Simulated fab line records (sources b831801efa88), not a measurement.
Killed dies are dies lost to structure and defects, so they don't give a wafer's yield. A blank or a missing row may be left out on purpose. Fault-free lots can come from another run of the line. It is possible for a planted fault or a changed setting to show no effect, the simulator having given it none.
Comparing a struck lot with a sound one ; flow sky130 ; 43 out of 708 route steps
Sound: the wafers L578.4, L578.5, L578.6. Wafers struck: L589.2, L589.3, L589.4. At the end, the cause is stated.
Order at every step that has rows: each side's tool, ch and its chambers, its first start. Under that, the readings that differ: sound wafers ; struck wafers ; difference of the means ; sigmas: that difference in standard deviations of wafers without a fault.
alike: readings whose means differ by less than 2 such deviations, and words and numbers that are the same on both sides. not compared: withheld readings, readings that some wafer has no value for, bounds like >300 that may hide the same value, and numbers for which the record gives no deviation and whose values overlap.
A row with sigmas, a row that says differs or no value, or rows on one side alone: a step with any of these is where the two part. Numbers that have no deviation but don't overlap get no sigmas and don't part them. Lack of a reading on every wafer of one side parts them only where that side has two or more wafers.

first, 8 steps without rows for these wafers: SKY_METAL4_DEHYDRATE_05 (time 60 s); SKY_METAL4_HMDS_06 (prime time 60 s); SKY_METAL4_COAT_07 (resist thk 59.37 nm); SKY_METAL4_COAT_08 (resist thk 1140 nm); SKY_METAL4_SOFTBAKE_09 (time 90 s); SKY_METAL4_EXPOSE_10 (exposes mask MM4, target cd 300 nm); SKY_METAL4_PEB_11; SKY_METAL4_DEVELOP_12 (develop time 60 s).
SKY_METAL4_CD_MEAS_13: target cd 300 nm.
  sound on cdSem-01, day 42 23:10; struck on cdSem-02, day 45 19:22
reading;sound;struck;difference;sigmas
cdNm (nm);298.9 297.9 298.7;303.9 301.8 301.5;+3.9;+2
SKY_METAL4_OVL_MEAS_14:
  sound on overlay-01, day 42 23:15; struck on overlay-02, day 45 19:28
  alike: METAL4_OVL
then, 2 steps without rows for these wafers: SKY_METAL4_DESCUM_15 (chemistry O2, time 8 s); SKY_METAL4_ETCH_16 (etches BARC in N2/H2, stops on SiO2, time 88.2 s, target depth 60 nm).
SKY_METAL4_ETCH_17: etches SiO2 in C4F8/O2/Ar, stops on TiN, time 3.9 s, target depth 15 nm.
  sound on rieDiel-03 ch 0,2,3, day 42 23:24; struck on rieDiel-03 ch 0,1,2, day 45 19:38
reading;sound;struck;difference;sigmas
oesProductAu (a.u.);0.759 0.749 0.772;0.745 0.741 0.749;-0.015;-2
  not compared: rfHoursCounterH
then, 6 steps without rows for these wafers: SKY_METAL4_METAL_ETCH_18 (etches the open film in Cl2/BCl3, stops on SiO2, target depth 845 nm, time 183.1 s); SKY_METAL4_STRIP_19 (strips in O2/N2); SKY_METAL4_STRIP_20 (strips in post etch residue remover, time 1200 s); SKY_METAL4_CLEAN_21 (cleans in IPA, time 180 s); SKY_METAL4_CLEAN_22 (cleans in O3/DIW); SKY_VIA4_HDPCVD_00 (deposits SiO2, target thk 1750 nm, time 304.5 s).
SKY_VIA4_THK_MEAS_01:
  sound on filmMetro-01, day 43 00:34; struck on filmMetro-03, day 45 20:37
  alike: VIA4_HDPCVD_THK
SKY_VIA4_CMP_02: polishes SiO2.
  sound on cmp-02 ch 0,1, day 43 00:36; struck on cmp-02 ch 0,1,3, day 45 20:43
  alike: motorCurrentA, platenRpm, slurryFilterDpKPa
SKY_VIA4_BOW_MEAS_03:
  sound on filmMetro-03, day 43 00:58; struck on filmMetro-04, day 45 20:59
  alike: VIA4_BOW
then, 7 steps without rows for these wafers: SKY_VIA4_DEHYDRATE_04 (time 60 s); SKY_VIA4_HMDS_05 (prime time 60 s); SKY_VIA4_COAT_06 (resist thk 1140 nm); SKY_VIA4_SOFTBAKE_07 (time 60 s); SKY_VIA4_EXPOSE_08 (exposes mask VIM4, target cd 800 nm); SKY_VIA4_PEB_09; SKY_VIA4_DEVELOP_10 (develop time 60 s).
SKY_VIA4_OVL_MEAS_11:
  sound on overlay-02, day 43 23:46; struck on overlay-02, day 46 17:12
reading;sound;struck;difference;sigmas
VIA4_OVL (nm);3.5 2.8 2.7;-0.5 -0.1 0.7;-3.0;-2
SKY_VIA4_ETCH_12: etches SiO2 in C4F8/O2/Ar, stops on TiN, target depth 580 nm.
  sound on rieDiel-02 ch 0,1,2, day 43 23:49; struck on rieDiel-02 ch 0,1,3, day 46 17:14
  alike: oesProductAu
SKY_VIA4_STRIP_13: strips in O2/N2.
  sound on plasmaAsher-01 ch 0,1, day 43 23:53; struck on plasmaAsher-04 ch 0,1, day 46 17:19
reading;sound;struck;difference;sigmas
stripTimeToEndpointS (s);12.72 12.75 12.78;12.84 12.87 12.78;+0.08;+3
  alike: drypumpMotorCurrentA, oesProductAu
  not compared: rfHoursCounterH
then, 3 steps without rows for these wafers: SKY_VIA4_STRIP_14 (strips in post etch residue remover, time 1200 s); SKY_VIA4_CLEAN_15 (cleans in IPA, time 180 s); SKY_VIA4_CLEAN_16 (cleans in O3/DIW).
SKY_VIA4_SPUTTER_17: material TiN, target thk 20 nm, time 80 s.
  sound on pvdSputter-04, day 44 00:27; struck on pvdSputter-04, day 46 17:56
  alike: throttleValvePct
SKY_VIA4_CVD_18: deposits W, target thk 505 nm, time 152.14 s.
  sound on cvdW-02 ch 0,1, day 44 00:34; struck on cvdW-01 ch 0,1, day 46 18:00
  alike: heaterPowerW
SKY_VIA4_RS_MEAS_19: measures by four-point-probe.
  sound on filmMetro-01, day 44 00:43; struck on filmMetro-04, day 46 18:10
  alike: VIA4_W_RS
SKY_VIA4_THK_MEAS_20: measures by xrf.
  sound on filmMetro-01, day 44 00:49; struck on filmMetro-04, day 46 18:17
  alike: VIA4_W_THK
then, 3 steps without rows for these wafers: SKY_VIA4_CMP_21 (polishes, stops on SiO2, t overpolish 25 s, target thk 0 nm); SKY_METAL5_SPUTTER_00 (material Ti, target thk 15 nm, time 10 s); SKY_METAL5_SPUTTER_01 (material TiN, target thk 20 nm, time 16.7 s).
-- the record jumps here: 3 days lie between the struck wafers' starts before and after (it left off in module METAL5 and takes up again in module PAD_OPEN, whose first step shown is number 708 of the route) --
SKY_PAD_OPEN_PROBE_99:
  sound on prober-02, day 46 20:06; struck on prober-01, day 49 06:41
reading;sound;struck;difference;sigmas
defectLimitedYield (%);81.5 80.5 83.5;72.2 77.2 76.0;-6.7;-4
killed_at_M4_up;3 5 4;60 28 35;+37;+18
killedDies;91 96 81;137 112 118;+33;+4
killedOnRim;17 19 14;23 27 29;+10;+2
sort_bin_3_pad_short (%);2.2 1.4 0.2;4.1 2.6 3.7;+2.2;+5
sort_bin_5_function (%);9.6 12.0 11.2;16.5 12.8 14.6;+3.7;+3
sortNPass;401 396 411;355 380 374;-33;-4
sortYieldPct (%);81.5 80.5 83.5;72.2 77.2 76.0;-6.7;-4
model.etest.tester.sortNPass;401 396 411;355 380 374;-33;
model.etest.tester.sortYieldPct (%);81.5 80.49 83.54;72.15 77.24 76.02;-6.71;
model.etest.tester.sort_bin_5_pct (%);9.553 11.99 11.18;16.46 12.8 14.63;+3.72;
model.etest.tester.sort_bin_3_pct (%);2.236 1.423 0.2033;4.065 2.642 3.659;+2.168;
  alike: killed_at_M0_to_M3, killedAtContacts, killedAtFrontEnd, killedAtOther, killedOpen, killedShort, sort_bin_6_memory

WHERE THEY PART
Last at SKY_PAD_OPEN_PROBE_99 as far as this record goes, first at SKY_METAL4_CD_MEAS_13.

WHY: what had been put in by the simulator
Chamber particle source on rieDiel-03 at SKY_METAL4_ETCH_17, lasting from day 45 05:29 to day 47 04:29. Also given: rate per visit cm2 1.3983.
